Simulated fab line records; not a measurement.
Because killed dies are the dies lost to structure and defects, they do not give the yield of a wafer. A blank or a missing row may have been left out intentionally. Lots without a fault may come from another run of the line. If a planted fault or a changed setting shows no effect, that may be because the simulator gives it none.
fab line records	flow sky130
record lots=6	wafers=18	last_day=50
route steps=708 shown VT_ADJUST_PCH@151 SONOS_TUNNEL@154 PAD_OPEN@708
lots that met no fault: taken from a fault-free run of the same line
start_h: start of the lot's first displayed wafer, in hours after the record's first day	wait_h: time in hours since the lot's previous step	" as in the row above	L1.1+2: a row that stands for several wafers	- no value present, or no start provided	* or withheld: withheld	< > ~ a bound
route shown NAME@n: names a module that has steps shown in the file, with the first one's number in the route	usual: mean/standard deviation of fault-free wafers	same: alike in all rows	chamber/n: place in a boat	sites: the reading at each site	_std_site: standard deviation across them	_edge_site: outer sites' mean less inner sites'	radius_mm: how far each site lies from the wafer's centre	mask NAME#n: copy n	behind: the most recent tool/chamber to have shaped the wafer	hold: reason for holding the lot/hours on hold/outcome of the hold	device: names the non-switching transistor (n, p or np)	end of line: the tests these same wafers got at the end of their route	for a step that has no rows: nothing shown but its recipe	killed: count of dies lost to structure and defects at first sort (not the wafer's yield)	map: a wafer's dies, marking killed ones x, the rest . and places with no die _
set.NAME: the run value of the setting; set.NAME@STEP: its run value at that earlier step	model.NAME: the simulator's own value behind a step, which no gauge read
lots at selected steps of the route; one table per step, one row per wafer
services: the hour from which a tool's chamber was out of use, counted from the record's first day as start_h (under 0 if before that day), plus the number of hours and why
## steps
# step SKY_VT_ADJUST_PCH_IMPLANT_08
# recipe species=B	energy_kev=10	dose_cm2=5e+11	tilt_deg=withheld
# step SKY_VT_ADJUST_PCH_STRIP_09
# recipe chemistry=O2/N2	power_w=1400	pressure_mtorr=1500	platen_temp_c=withheld	o2_flow_sccm=3000	n2_flow_sccm=300	overash_fraction=0.5
# usual drypump_motor_current_A=5.8/0.45	o2_flow_sccm=2999/9.7	oes_product_au=0.722/0.0049	strip_time_to_endpoint_s=36.92/0.1
lot.wafer	tool	chamber	start_h	wait_h	drypump_motor_current_A	o2_flow_sccm	oes_product_au	rf_hours_counter_h	strip_time_to_endpoint_s
L886.4	plasma_asher-02	1	228.46	0.1	5.2	3020	0.724	-	36.98
L886.5	"	0	"	"	5.2	2995	0.726	-	36.89
L886.6	"	1	"	"	5.2	3009	0.721	-	36.96
L893.1	plasma_asher-03	0	288.78	0.1	6.3	2999	0.711	59	36.77
L893.3	"	1	"	"	5.9	3011	0.720	-	36.75
L893.4	"	0	"	"	6.3	3010	0.726	-	36.62
L903.2	plasma_asher-03	0	370.68	0.1	6.3	3019	0.722	66	36.93
L903.5	"	1	"	"	5.9	3001	0.721	-	36.89
L903.6	"	0	"	"	6.3	3003	0.722	-	36.83
L904.2	plasma_asher-02	1	378.16	0.1	5.2	3003	0.715	58	36.84
L904.3	"	0	"	"	5.1	2998	0.712	-	36.90
L904.6	"	0	"	"	5.1	3022	0.721	-	36.87
L906.1	plasma_asher-03	0	390.13	0.1	6.3	3007	0.719	68	36.85
L906.2	"	1	"	"	5.9	2996	0.727	68	36.84
L906.5	"	0	"	"	6.3	3025	0.724	-	36.69
L907.4	plasma_asher-04	0	401.86	0.1	6.2	2998	0.726	-	36.96
L907.5	"	0	"	"	6.2	2995	0.725	-	36.86
L907.6	"	1	"	"	5.6	2997	0.721	-	37.03
# step SKY_VT_ADJUST_PCH_TW_MEAS_10
# usual VT_ADJUST_PCH_TW=143.0/1.6
lot.wafer	tool	chamber	start_h	wait_h	VT_ADJUST_PCH_TW
L886.4	film_metro-01	-	228.56	0.1	142.7
L886.5	"	-	"	"	143.3
L886.6	"	-	"	"	143.6
L893.1	film_metro-03	-	288.88	0.1	140.0
L893.3	"	-	"	"	140.1
L893.4	"	-	"	"	140.8
L903.2	film_metro-01	-	370.79	0.1	143.6
L903.5	"	-	"	"	143.9
L903.6	"	-	"	"	144.2
L904.2	film_metro-02	-	378.27	0.1	144.4
L904.3	"	-	"	"	145.3
L904.6	"	-	"	"	144.5
L906.1	film_metro-02	-	390.23	0.1	144.4
L906.2	"	-	"	"	144.1
L906.5	"	-	"	"	144.2
L907.4	film_metro-03	-	401.96	0.1	140.2
L907.5	"	-	"	"	141.0
L907.6	"	-	"	"	139.9
# step SKY_SONOS_TUNNEL_DEHYDRATE_00
# recipe temp_c=200	time_s=60
# step SKY_SONOS_TUNNEL_HMDS_01
# recipe prime_time_s=60	prime_temp_c=120
# step SKY_SONOS_TUNNEL_COAT_02
# recipe resist=NOVOLAK	spin_rpm=3000	resist_thk_nm=1140
# step SKY_SONOS_TUNNEL_SOFTBAKE_03
# recipe temp_c=90	time_s=60	resist=NOVOLAK
# step SKY_SONOS_TUNNEL_EXPOSE_04
# recipe mask_id=TUNM	na=0.6	source_shape=conventional	sigma_outer=0.6	polarization=unpolarized	target_cd_nm=410	dose_mj=136
# step SKY_SONOS_TUNNEL_PEB_05
# recipe temp_c=withheld	time_s=*	resist=NOVOLAK
# step SKY_SONOS_TUNNEL_DEVELOP_06
# recipe resist=NOVOLAK	developer=TMAH	develop_time_s=60	dev_temp_c=23
# step SKY_SONOS_TUNNEL_CD_MEAS_07
# recipe target_cd_nm=410
# usual cd_nm=409.7/2.3
lot.wafer	tool	chamber	start_h	wait_h	cd_nm
L886.4	cd_sem-01	-	252.50	0.1	408.0
L886.5	"	-	"	"	407.8
L886.6	"	-	"	"	407.9
L893.1	cd_sem-01	-	314.84	0.1	407.1
L893.3	"	-	"	"	407.8
L893.4	"	-	"	"	409.1
L903.2	cd_sem-01	-	398.69	0.1	408.9
L903.5	"	-	"	"	410.1
L903.6	"	-	"	"	407.6
L904.2	cd_sem-02	-	406.86	0.1	410.1
L904.3	"	-	"	"	413.3
L904.6	"	-	"	"	410.9
L906.1	cd_sem-01	-	420.07	0.1	411.3
L906.2	"	-	"	"	411.6
L906.5	"	-	"	"	411.4
L907.4	cd_sem-01	-	432.10	0.1	410.5
L907.5	"	-	"	"	408.2
L907.6	"	-	"	"	408.4
# step SKY_SONOS_TUNNEL_OVL_MEAS_08
# usual SONOS_TUNNEL_OVL=0.2/1.2
lot.wafer	tool	chamber	start_h	wait_h	SONOS_TUNNEL_OVL[nm]
L886.4	overlay-02	-	252.58	0.1	1.4
L886.5	"	-	"	"	2.9
L886.6	"	-	"	"	1.9
L893.1	overlay-02	-	314.96	0.1	0.7
L893.3	"	-	"	"	0.1
L893.4	"	-	"	"	1.8
L903.2	overlay-01	-	398.80	0.1	0.4
L903.5	"	-	"	"	2.4
L903.6	"	-	"	"	0.5
L904.2	overlay-02	-	406.97	0.1	-0.7
L904.3	"	-	"	"	-0.1
L904.6	"	-	"	"	1.1
L906.1	overlay-02	-	420.19	0.1	-2.1
L906.2	"	-	"	"	-1.4
L906.5	"	-	"	"	-1.6
L907.4	overlay-01	-	432.18	0.1	-1.3
L907.5	"	-	"	"	0.0
L907.6	"	-	"	"	-1.5
# step SKY_SONOS_TUNNEL_IMPLANT_09
# recipe species=B	energy_kev=20.14	dose_cm2=1e+12	tilt_deg=withheld
# usual beam_on_s=10.01/0.18	dose_ions_cm2=1.0001e+12/1.2e+09	faraday_current_uA=5.63/0.1
lot.wafer	tool	chamber	start_h	wait_h	beam_on_s	dose_ions_cm2	faraday_current_uA
L886.4	implanter-01	0	252.67	0.1	10.09	9.985e+11	5.59
L886.5	"	0	"	"	9.75	1.0007e+12	5.75
L886.6	"	0	"	"	10.16	1.0027e+12	5.55
L893.1	implanter-02	0	315.00	0.0	9.67	1.0006e+12	5.83
L893.3	"	0	"	"	9.78	9.995e+11	5.79
L893.4	"	0	"	"	10.06	9.996e+11	5.62
L903.2	implanter-02	0	398.86	0.0	9.87	1.002e+11	0.58
L903.5	"	0	"	"	10.13	9.94e+10	0.56
L903.6	"	0	"	"	10.07	9.98e+10	0.56
L904.2	implanter-01	0	407.02	0.0	9.96	9.996e+11	5.67
L904.3	"	0	"	"	9.95	9.974e+11	5.64
L904.6	"	0	"	"	9.92	9.994e+11	5.67
L906.1	implanter-02	0	420.23	0.0	10.13	1.008e+11	0.56
L906.2	"	0	"	"	10.26	9.96e+10	0.55
L906.5	"	0	"	"	10.21	9.84e+10	0.55
L907.4	implanter-04	0	432.27	0.1	9.72	9.993e+11	5.80
L907.5	"	0	"	"	10.20	1.0015e+12	5.53
L907.6	"	0	"	"	9.77	1.0005e+12	5.77
# step SKY_SONOS_TUNNEL_WET_ETCH_10
# recipe chemistry=dHF	target_depth_nm=14	target=SiO2	dilution=100:1	temp_c=25	time_s=280
# step SKY_SONOS_TUNNEL_STRIP_11
# recipe chemistry=SPM	time_s=600	temp_c=130
# step SKY_SONOS_TUNNEL_TW_MEAS_12
# usual SONOS_TUNNEL_TW=197.0/2
lot.wafer	tool	chamber	start_h	wait_h	SONOS_TUNNEL_TW
L886.4	film_metro-01	-	253.04	0.0	196.7
L886.5	"	-	"	"	197.8
L886.6	"	-	"	"	197.6
L893.1	film_metro-04	-	315.41	0.0	199.7
L893.3	"	-	"	"	199.7
L893.4	"	-	"	"	198.8
L903.2	film_metro-01	-	399.35	0.0	109.4
L903.5	"	-	"	"	109.5
L903.6	"	-	"	"	109.8
L904.2	film_metro-03	-	407.42	0.0	193.9
L904.3	"	-	"	"	194.3
L904.6	"	-	"	"	194.7
L906.1	film_metro-01	-	420.65	0.0	110.1
L906.2	"	-	"	"	110.1
L906.5	"	-	"	"	110.5
L907.4	film_metro-03	-	432.65	0.0	194.6
L907.5	"	-	"	"	195.3
L907.6	"	-	"	"	194.6
# step SKY_SONOS_TUNNEL_CLEAN_13
# recipe chemistry=dHF	time_s=20	dilution=100:1	dry=ipa_marangoni
# step SKY_PAD_OPEN_PROBE_99
# usual killed_at_M0_to_M3=43/7.7	killed_at_M4_up=3.4/1.9	killed_at_contacts=25/5.6	killed_at_front_end=14/4.3	killed_at_other=0.2/0.5	killed_dies=86/10	killed_open=47/7.2	killed_short=39/6.7
# same gross_dies=492	killed_at_back_side=0
lot.wafer	tool	chamber	start_h	wait_h	killed_at_M0_to_M3	killed_at_M4_up	killed_at_contacts	killed_at_front_end	killed_at_other	killed_dies	killed_open	killed_short	model.etest.tip_sonos.rs_ohm_sq	model.etest.sonos_uncharged.r_on_ohm_um	model.etest.sonos_erased.drive_ua_um	model.etest.sonos_programmed.off_log10_a_um	model.etest.sonos_programmed.vt_v	model.etest.sonos_baked.vt_v	model.etest.sonos_uncharged.vt_v	model.etest.sonos_erased.vt_v
L886.4	prober-01	-	1079.29	0.2	37	1	26	19	0	83	54	29	2601	811.3	193.2	-13.91	1.424	0.9292	-0.4172	-2.256
L886.5	prober-01	-	1079.34	0.2	30	2	30	16	1	79	39	40	2650	812.3	186.2	-14.01	1.495	0.968	-0.3992	-2.28
L886.6	prober-01	-	1079.39	0.2	46	2	22	14	1	85	44	41	2598	792	183.6	-14.07	1.515	0.9789	-0.4634	-2.3
L893.1	prober-02	-	1129.54	0.1	37	2	16	13	1	69	35	34	2584	821.6	211.5	-13.8	1.47	0.9637	-0.3887	-2.27
L893.3	prober-02	-	1129.64	0.2	40	4	25	13	0	82	57	25	2628	797.9	183.9	-14.04	1.474	0.9716	-0.4939	-2.264
L893.4	prober-02	-	1129.69	0.2	30	5	23	9	0	67	36	31	2581	806.1	195.3	-13.84	1.475	1.009	-0.442	-2.287
L903.2	prober-02	-	1185.26	0.1	27	5	34	13	0	79	45	34	2510	744.2	219.9	-11.22	1.363	0.794	-0.6664	-2.567
L903.5	prober-02	-	1185.41	0.2	37	2	37	15	1	92	56	36	2477	729.9	250	-11.17	1.341	0.7944	-0.6589	-2.603
L903.6	prober-02	-	1185.46	0.2	32	2	29	19	0	82	44	38	2434	748	222.4	-11.21	1.287	0.7415	-0.6314	-2.526
L904.2	prober-01	-	1186.31	0.1	43	10	23	9	1	86	51	35	2536	821.4	178.7	-14.01	1.349	0.9083	-0.4318	-2.152
L904.3	prober-01	-	1186.36	0.2	51	7	21	15	0	94	45	49	2491	803.1	190.6	-13.98	1.342	0.8897	-0.4793	-2.165
L904.6	prober-01	-	1186.51	0.2	48	3	23	19	0	93	59	34	2519	822.7	151.6	-13.82	1.343	0.9325	-0.3949	-2.138
L906.1	prober-01	-	1191.57	0.1	31	7	23	16	1	78	42	36	2512	731.8	210.5	-10.71	1.18	0.7346	-0.6929	-2.481
L906.2	prober-01	-	1191.62	0.1	38	3	33	18	1	93	49	44	2484	733.8	218.9	-10.09	1.123	0.7237	-0.7026	-2.444
L906.5	prober-01	-	1191.77	0.2	44	4	20	12	1	81	41	40	2474	738.2	203.8	-10.87	1.21	0.6686	-0.6859	-2.479
L907.4	prober-02	-	1200.56	0.2	49	4	23	12	0	88	47	41	2682	807.2	201.5	-14.06	1.553	0.9626	-0.4511	-2.338
L907.5	prober-02	-	1200.61	0.2	47	6	17	19	0	89	46	43	2670	802.8	180.1	-14.12	1.505	0.9903	-0.4124	-2.319
L907.6	prober-02	-	1200.66	0.2	44	4	16	11	0	75	43	32	2720	810.9	195.2	-13.89	1.55	1.009	-0.4047	-2.318
# killed by level:class
L886.4 LI_CONTACT:geometric_particle:open=11 FIELD_ISO:geometric_particle:open=8 CONTACT:geometric_particle:open=8 VIA1:geometric_particle:open=8 VIA3:geometric_particle:open=7 METAL1:geometric_particle:short=6 POLY_GATE:geometric_particle:open=4 METAL2:geometric_particle:short=4
L886.5 CONTACT:geometric_particle:open=9 CONTACT:geometric_particle:short=7 METAL2:geometric_particle:short=7 LI_CONTACT:geometric_particle:open=6 VIA2:geometric_particle:open=5 VIA3:geometric_particle:short=4 LOCAL_INTERCONNECT:geometric_particle:short=4 FIELD_ISO:geometric_particle:short=3
L886.6 VIA1:geometric_particle:open=11 METAL2:geometric_particle:short=8 LI_CONTACT:geometric_particle:open=6 CONTACT:geometric_particle:open=6 VIA3:geometric_particle:open=6 METAL1:geometric_particle:short=5 FIELD_ISO:geometric_particle:open=4 LOCAL_INTERCONNECT:geometric_particle:short=4
L893.1 VIA1:geometric_particle:open=11 FIELD_ISO:geometric_particle:short=5 METAL2:geometric_particle:short=5 LI_CONTACT:geometric_particle:open=5 METAL1:geometric_particle:short=5 CONTACT:geometric_particle:open=5 VIA3:geometric_particle:open=5 VIA1:geometric_particle:short=4
L893.3 VIA1:geometric_particle:open=18 CONTACT:geometric_particle:open=9 LI_CONTACT:geometric_particle:open=6 FIELD_ISO:geometric_particle:open=5 VIA2:geometric_particle:open=4 LOCAL_INTERCONNECT:geometric_particle:short=4 METAL1:geometric_particle:short=4 FIELD_ISO:geometric_particle:short=3
L893.4 VIA1:geometric_particle:open=9 LI_CONTACT:geometric_particle:open=6 METAL4:geometric_particle:short=5 LOCAL_INTERCONNECT:geometric_particle:short=5 CONTACT:geometric_particle:open=5 FIELD_ISO:geometric_particle:open=4 VIA3:geometric_particle:open=4 CONTACT:geometric_particle:short=4
L903.2 LI_CONTACT:geometric_particle:open=11 VIA1:geometric_particle:open=10 CONTACT:geometric_particle:short=7 CONTACT:geometric_particle:open=7 LOCAL_INTERCONNECT:geometric_particle:short=6 FIELD_ISO:geometric_particle:short=4 VIA2:geometric_particle:open=4 METAL2:geometric_particle:short=4
L903.5 CONTACT:geometric_particle:open=12 VIA1:geometric_particle:open=10 LI_CONTACT:geometric_particle:open=10 CONTACT:geometric_particle:short=7 VIA2:geometric_particle:open=6 FIELD_ISO:geometric_particle:open=4 LOCAL_INTERCONNECT:geometric_particle:short=4 METAL1:geometric_particle:short=4
L903.6 CONTACT:geometric_particle:open=10 CONTACT:geometric_particle:short=8 VIA1:geometric_particle:open=8 LI_CONTACT:geometric_particle:open=7 FIELD_ISO:geometric_particle:open=6 FIELD_ISO:geometric_particle:short=6 VIA2:geometric_particle:open=6 VIA3:geometric_particle:short=4
L904.2 CONTACT:geometric_particle:open=11 VIA1:geometric_particle:open=11 METAL4:geometric_particle:short=8 VIA2:geometric_particle:open=6 VIA3:geometric_particle:open=6 METAL1:geometric_particle:short=5 METAL2:geometric_particle:short=5 LI_CONTACT:geometric_particle:open=4
L904.3 METAL2:geometric_particle:short=10 LI_CONTACT:geometric_particle:open=8 VIA3:geometric_particle:open=8 CONTACT:geometric_particle:open=7 VIA1:geometric_particle:short=7 VIA1:geometric_particle:open=6 FIELD_ISO:geometric_particle:short=5 VIA2:geometric_particle:short=5
L904.6 VIA1:geometric_particle:open=13 VIA2:geometric_particle:open=9 CONTACT:geometric_particle:open=8 FIELD_ISO:geometric_particle:open=6 LI_CONTACT:geometric_particle:open=6 CONTACT:geometric_particle:short=6 VIA1:geometric_particle:short=6 VIA3:geometric_particle:open=5
L906.1 CONTACT:geometric_particle:open=8 VIA1:geometric_particle:open=8 VIA2:geometric_particle:open=8 FIELD_ISO:geometric_particle:open=4 FIELD_ISO:geometric_particle:short=4 POLY_GATE:geometric_particle:short=4 POLY_GATE:geometric_particle:open=4 LI_CONTACT:geometric_particle:short=4
L906.2 CONTACT:geometric_particle:open=16 VIA1:geometric_particle:open=8 METAL1:geometric_particle:short=6 VIA2:geometric_particle:short=6 VIA2:geometric_particle:open=6 FIELD_ISO:geometric_particle:open=5 LI_CONTACT:geometric_particle:open=5 LOCAL_INTERCONNECT:geometric_particle:short=5
L906.5 CONTACT:geometric_particle:open=8 VIA2:geometric_particle:open=8 VIA3:geometric_particle:open=8 CONTACT:geometric_particle:short=6 METAL2:geometric_particle:short=6 VIA1:geometric_particle:open=5 FIELD_ISO:geometric_particle:short=4 FIELD_ISO:geometric_particle:open=4
L907.4 CONTACT:geometric_particle:open=10 VIA1:geometric_particle:open=9 METAL1:geometric_particle:short=8 METAL2:geometric_particle:short=7 VIA3:geometric_particle:open=7 VIA2:geometric_particle:open=6 CONTACT:geometric_particle:short=5 SPACER:geometric_particle:open=4
L907.5 METAL2:geometric_particle:short=12 VIA1:geometric_particle:open=9 METAL1:geometric_particle:short=8 VIA3:geometric_particle:open=7 CONTACT:geometric_particle:open=6 FIELD_ISO:geometric_particle:open=5 FIELD_ISO:geometric_particle:short=4 POLY_GATE:geometric_particle:open=4
L907.6 VIA2:geometric_particle:open=11 FIELD_ISO:geometric_particle:open=5 CONTACT:geometric_particle:open=5 VIA1:geometric_particle:open=5 METAL2:geometric_particle:short=5 METAL3:geometric_particle:short=5 LI_CONTACT:geometric_particle:open=4 VIA3:geometric_particle:open=4
## services
tool	chamber	start_h	hours	kind
implanter-01	-	215.34	1.3	repair
plasma_asher-02	-	238.85	1.7	repair
implanter-02	-	264.97	0.7	repair
plasma_asher-02	-	281.11	0.3	repair
plasma_asher-03	-	289.90	7.0	repair
implanter-04	-	416.39	3.6	repair
plasma_asher-03	-	421.25	9.0	pm
plasma_asher-03	0	421.25	9.0	vent_cycle
plasma_asher-03	1	421.25	9.0	vent_cycle
plasma_asher-03	0	430.25	-	clean
plasma_asher-03	1	430.25	-	clean
## key
first_sign step=SKY_SONOS_TUNNEL_IMPLANT_09	reading=dose_ions_cm2	direction=down	sigmas=99+	usual=*	struck=*
effect step=SKY_SONOS_TUNNEL_IMPLANT_09	reading=faraday_current_uA	direction=down	sigmas=50	usual=5.63	struck=0.56
effect step=SKY_SONOS_TUNNEL_TW_MEAS_12	reading=SONOS_TUNNEL_TW	direction=down	sigmas=43	usual=197.0	struck=109.9
model_effect step=SKY_PAD_OPEN_PROBE_99	value=etest.tip_sonos.rs_ohm_sq	without=2625	struck=2482
met_at SKY_SONOS_TUNNEL_IMPLANT_09
struck_wafers L903.2,L903.5,L903.6,L906.1,L906.2,L906.5
tester_left_out L903,L906
onset_between 315.00 398.86
fault kind=process_parameter_drift	tool=implanter-02	chamber=-	onset_h=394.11	steps=SKY_SONOS_TUNNEL_IMPLANT_09	channel=dose_cm2	offset=*	shape=step	end_h=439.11	acts_in=*	stated=*
# tester_left_out: of these lots the tester's yield and bins aren't shown, on N5 and GAA mostly nor the transistor test; their killed dies are dies lost to structure and defects alone, not to doping, threshold or leakage, so they don't give the yield
